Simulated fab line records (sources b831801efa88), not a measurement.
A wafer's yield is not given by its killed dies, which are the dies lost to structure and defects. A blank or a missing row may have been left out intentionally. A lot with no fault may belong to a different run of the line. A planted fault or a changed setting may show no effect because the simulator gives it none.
Problem report in the 8D (eight disciplines) form, filled by code    flow gf180mcu    the parts of the form that need people (team, actions taken, sign-off) are left out

== 1. PROBLEM STATEMENT ==
Mean of cd_nm at GF_M5_CD_MEAS_07: 250.9 nm across 2 wafers in 2 lots; on wafers with no fault it is 280.2 nm (standard deviation 1.1). That is -27 standard deviations from the usual mean.
The step: target cd 280 nm.
Seen first at day 31 00:38 on cd_sem-01, wafer L668.5. Wafers with a number at this step in the record: 40, from 14 lots. Rule for "out", or "out of limits": more than 4 standard deviations from the usual mean. Any other wafer with a number is counted as sound.

== 2. WHAT IT IS, WHAT IT ISN'T ==
question                     is                    is not
which readings at this step  cd_nm                 -
which lots                   L668, L670            L653, L655, L657, L658, L659, L660, L661, L662, L663, L664, L675, L676
which wafers of those lots   L668.5, L670.5        L668.4, L670.4
read on which gauges         cd_sem-01, cd_sem-02  -
when                         from day 31 00:38     up to then (31 sound wafers); but 7 sound wafers of L670, L675, L676 came after

== 3. SUSPECTS, AND WHAT RULES EACH OUT ==
Counting: a tool at a process step up to the reading stays a suspect if it ran every lot that is out. Sound lots after the first of them don't rule it out here, since some wafers of a struck lot are sound.
- the gauge at GF_M5_CD_MEAS_07: ruled out. 2 gauges (cd_sem-01, cd_sem-02) read the wafers that are out.
- krf_scanner-01 at GF_M5_EXPOSE_04 (exposes mask Metal5, target cd 280 nm): kept. It ran every lot that is out, first L668 (day 30 16:11); its last sound lot up to then is L664 (day 29 12:44).
Remaining after the count: krf_scanner-01 at GF_M5_EXPOSE_04.

== 4. THE CAUSE (what the simulator had put in) ==
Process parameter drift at GF_M5_EXPOSE_04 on krf_scanner-01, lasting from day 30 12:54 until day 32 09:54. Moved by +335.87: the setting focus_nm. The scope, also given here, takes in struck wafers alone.
The count eliminated every tool but this one.

== 5. THE CHAIN OF EFFECTS, in route order ==
One row per reading whose mean, taken over the struck wafers that have a number, lies over 3 standard deviations from the usual. Only readings for which the record gives a usual standard deviation are gone through. hours: the time from each lot's start at the first step in this table that gives one to its start at this step, as a median over the lots. sigmas: the change in usual standard deviations.
hours  step              reading  usual     on struck wafers  change  sigmas
0      GF_M5_CD_MEAS_07  cd_nm    280.2 nm  250.9             -29.2   -27
Later measuring or inspecting steps at which every struck wafer that the step has a row for has a number for every such reading, and none has moved that far: GF_V5_BOW_MEAS_05.

== 6. WHAT WOULD HAVE CAUGHT IT SOONER ==
Counted from the fault's start at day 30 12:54, it took 12 hours until the first out-of-limits reading at a measuring or inspecting step in this record, taken at day 31 00:38.
L670, from the lots that are out (2), started GF_M5_EXPOSE_04 on krf_scanner-01 later than day 31 00:38. A hold on the tool at that time would have spared it.
